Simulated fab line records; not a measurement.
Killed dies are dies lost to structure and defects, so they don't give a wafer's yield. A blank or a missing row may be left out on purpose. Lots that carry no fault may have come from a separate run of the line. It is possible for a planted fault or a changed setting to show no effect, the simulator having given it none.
The tool behind it: which one?	flow sky130	12 lots, 36 wafers sampled, at 4 steps of a route of 708

## WHAT THE GAUGES SHOWED, per wafer
SKY_SONOS_ONO_THK_MEAS_05. Usual: SONOS_ONO_CVD_04_THK typically reads 5.71 nm, with standard deviation 0.12.
lot	measured	on	SONOS_ONO_CVD_04_THK (nm)	flag
L403	day 11 20:35	film_metro-02	5.76 5.63 5.65	
L404	day 12 01:23	film_metro-01	5.71 5.58 5.68	
L405	day 12 09:38	film_metro-02	5.73 5.66 5.69	
L406	day 12 13:52	film_metro-02	5.83 5.83 5.76	
L408	day 12 21:57	film_metro-01	5.81 5.89 5.75	
L407	day 13 03:52	film_metro-01	5.81 5.88 5.82	
L409	day 13 14:16	film_metro-04	5.82 5.87 5.93	
L410	day 14 01:13	film_metro-01	5.55 5.63 5.60	
L416	day 15 23:27	film_metro-02	5.75 5.87 5.83	
L417	day 16 11:50	film_metro-04	5.74 5.88 5.84	
L424	day 18 17:02	film_metro-04	5.75 5.74 5.74	
L425	day 19 01:45	film_metro-04	5.70 5.75 5.79	

SKY_SONOS_ONO_CD_MEAS_13: the cd target is 410 nm. Usual: cd_nm at 410.2 nm, with a standard deviation of 2.3.
lot	measured	on	cd_nm (nm)	flag
L403	day 12 20:47	cd_sem-02	404.6 406.1 403.3	
L404	day 13 01:47	cd_sem-01	409.2 407.8 408.7	
L405	day 13 10:24	cd_sem-02	408.0 411.4 410.0	
L406	day 13 14:38	cd_sem-01	412.0 411.3 408.3	
L408	day 13 23:05	cd_sem-02	413.7 413.2 411.8	
L407	day 14 04:24	cd_sem-01	410.1 410.3 409.0	
L409	day 14 16:26	cd_sem-02	411.8 412.4 412.5	
L410	day 15 03:44	cd_sem-02	408.4 408.6 409.2	
L416	day 17 04:30	cd_sem-02	411.5 412.1 409.2	
L417	day 17 15:34	cd_sem-01	408.8 408.2 408.7	
L424	day 19 23:23	cd_sem-02	411.9 411.3 413.5	
L425	day 20 09:09	cd_sem-01	412.7 411.7 413.7	

SKY_GATE_OXIDE_THK_MEAS_02. Usual: GATE_OXIDE_OXIDATION_00_THK typically reads 10.24 nm, with standard deviation 0.19.
lot	measured	on	GATE_OXIDE_OXIDATION_00_THK (nm)	flag
L403	day 12 23:58	film_metro-04	10.12 10.26 10.19	
L404	day 13 05:47	film_metro-03	10.10 10.39 10.13	
L405	day 13 13:53	film_metro-01	10.22 10.17 10.27	
L406	day 13 18:19	film_metro-04	10.34 10.23 10.41	
L408	day 14 01:28	film_metro-03	10.55 10.73 10.67	
L407	day 14 07:12	film_metro-03	10.22 10.29 10.46	
L409	day 14 18:55	film_metro-03	10.34 9.94 10.26	
L410	day 15 06:52	film_metro-03	10.14 10.15 10.05	
L416	day 17 08:25	film_metro-01	10.31 10.27 10.28	
L417	day 17 18:20	film_metro-01	10.18 10.16 10.26	
L424	day 20 01:20	film_metro-03	11.56 11.61 11.63	OFF
L425	day 20 12:17	film_metro-03	11.85 11.84 11.70	OFF

## WHAT TOOL EACH LOT RAN ON (gives the tool, then ch and the chambers of the sampled wafers, and finally the start)
lot	SKY_GATE_OXIDE_OXIDATION_01
L403	furnace-02 ch 0, day 12 22:34
L404	furnace-02 ch 0, day 13 04:23
L405	furnace-01 ch 0, day 13 12:28
L406	furnace-01 ch 0, day 13 16:53
L408	furnace-01 ch 0, day 14 00:03
L407	furnace-01 ch 0, day 14 05:46
L409	furnace-02 ch 0, day 14 17:31
L410	furnace-02 ch 0, day 15 05:28
L416	furnace-01 ch 0, day 17 07:00
L417	furnace-01 ch 0, day 17 16:55
L424	furnace-01 ch 0, day 19 23:55
L425	furnace-01 ch 0, day 20 10:52
- SKY_GATE_OXIDE_OXIDATION_01: stabilise 600 s, purge 300 s, target thk 10.268 nm.

## AS READ BY THE TOOLS THEMSELVES (means over the sampled wafers that have a number; for cases with no such wafer, the mark the record gives instead)
SKY_GATE_OXIDE_OXIDATION_01. Usual: spike_tc_centre_C 902.5 C, standard deviation 0.96; spike_tc_upper_C 899.9 C, standard deviation 1.5; tube_center_temp_C 899.99 C, standard deviation 0.077.
lot	tool	spike_tc_centre_C (C)	spike_tc_upper_C (C)	tube_center_temp_C (C)	flag
L403	furnace-02	901.8	899.2	899.89	
L404	furnace-02	902.0	899.3	900.00	
L405	furnace-01	904.1	900.9	899.99	
L406	furnace-01	903.5	899.9	900.00	
L408	furnace-01	902.6	900.5	900.06	
L407	furnace-01	901.4	900.4	899.98	
L409	furnace-02	901.8	899.5	900.01	
L410	furnace-02	902.1	897.4	900.00	
L416	furnace-01	902.7	901.2	899.98	
L417	furnace-01	903.8	900.6	899.90	
L424	furnace-01	903.3	900.6	899.98	
L425	furnace-01	903.5	900.2	900.00	

## THE ANSWER, worked out from the rows above alone
Rule: take the mean of a lot's wafers that have a number; if it is more than 3 standard deviations from the usual mean, the lot is off. A lot without any number at a reading at which 4 lots or more have one is off too. The other lots that the step has rows for count as sound. The gauges are gone through in route order, then the tools' own readings, and for those a lot's mean is taken as printed above. The first step at which some lot is off is used, and at that step the reading that is off furthest; a lot without a number counts as furthest.
Off: L424, L425, at SKY_GATE_OXIDE_THK_MEAS_02 (GATE_OXIDE_OXIDATION_00_THK).
If a tool, at a process step before that reading, ran all the lots that are off and no sound lot after the first of them, it fits. The gauges at SKY_GATE_OXIDE_THK_MEAS_02 are tried like those tools. This does not decide it: 2 tools fit, namely furnace-01 at SKY_GATE_OXIDE_OXIDATION_01 and film_metro-03 at SKY_GATE_OXIDE_THK_MEAS_02.

## WHAT HAD BEEN PUT IN BY THE SIMULATOR
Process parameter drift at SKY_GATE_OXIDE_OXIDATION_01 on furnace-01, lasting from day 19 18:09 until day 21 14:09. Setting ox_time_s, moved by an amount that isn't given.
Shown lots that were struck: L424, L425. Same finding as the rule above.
